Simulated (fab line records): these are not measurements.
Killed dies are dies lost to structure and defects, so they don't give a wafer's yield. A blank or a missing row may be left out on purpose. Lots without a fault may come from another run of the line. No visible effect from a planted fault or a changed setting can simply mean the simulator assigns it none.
Matching of chambers | flow gf180mcu | GF_M5_ETCH_09 on rieDiel-03 has 4 sister chambers
The step etches Si3N4 in CF4/O2, target depth 52 nm, time 11.6 s. 8 wafers are shown with their chamber, then 12 later ones without.

## EACH WAFER AND ITS CHAMBER
wafer  | chamber | drypumpMotorCurrentA (A) | oesProductAu (a.u.)
L085.6 | 2       | 5.3                      | 1.012
L086.4 | 1       | 6.1                      | 1.005
L087.4 | 0       | 5.6                      | 0.993
L087.5 | 2       | 5.2                      | 1.004
L087.6 | 3       | 6.0                      | 0.984
L088.1 | 3       | 6.0                      | 0.999
L088.2 | 0       | 5.6                      | 1.001
L088.3 | 1       | 6.1                      | 1.000

## WAFERS WITHOUT THEIR CHAMBER
wafer  | drypumpMotorCurrentA (A) | oesProductAu (a.u.)
L088.4 | 5.3                      | 1.005
L088.5 | 5.3                      | 1.008
L088.6 | 6.1                      | 1.004
L094.1 | 6.1                      | 1.016
L094.2 | 5.3                      | 1.006
L094.4 | 6.0                      | 1.015
L095.4 | 6.1                      | 0.997
L095.5 | 5.2                      | 1.000
L095.6 | 6.1                      | 1.001
L096.3 | 5.6                      | 0.983
L096.4 | 6.1                      | 0.995
L096.5 | 5.6                      | 0.983

## CHAMBER TAKEN BY EACH
wafer  | from the rows above     | in truth
L088.4 | 2                       | 2
L088.5 | 2                       | 2
L088.6 | 1                       | 1
L094.1 | 1                       | 1
L094.2 | 2                       | 2
L094.4 | can't be placed: 1 or 3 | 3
L095.4 | 1                       | 1
L095.5 | 2                       | 2
L095.6 | 1                       | 1
L096.3 | 0                       | 0
L096.4 | can't be placed: 1 or 3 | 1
L096.5 | 0                       | 0
10 of 12 placed correctly. Cannot be placed on the basis of these rows: 2; the candidates contain the true chamber in 2. 0 placed wrongly.
How it was worked out, from the rows above alone: a wafer's distance from a chamber is the root of the sum, over the readings, of the square of ((its reading less the chamber's mean) divided by the reading's scatter). The wafer belongs to the nearest chamber; if the next one is less than 2 further off, it can't be placed. A chamber's mean is the mean of its shown wafers. The scatter: take each reading less its chamber's mean, square it, sum over the shown wafers, divide by the number of wafers less the number of chambers, and take the root.
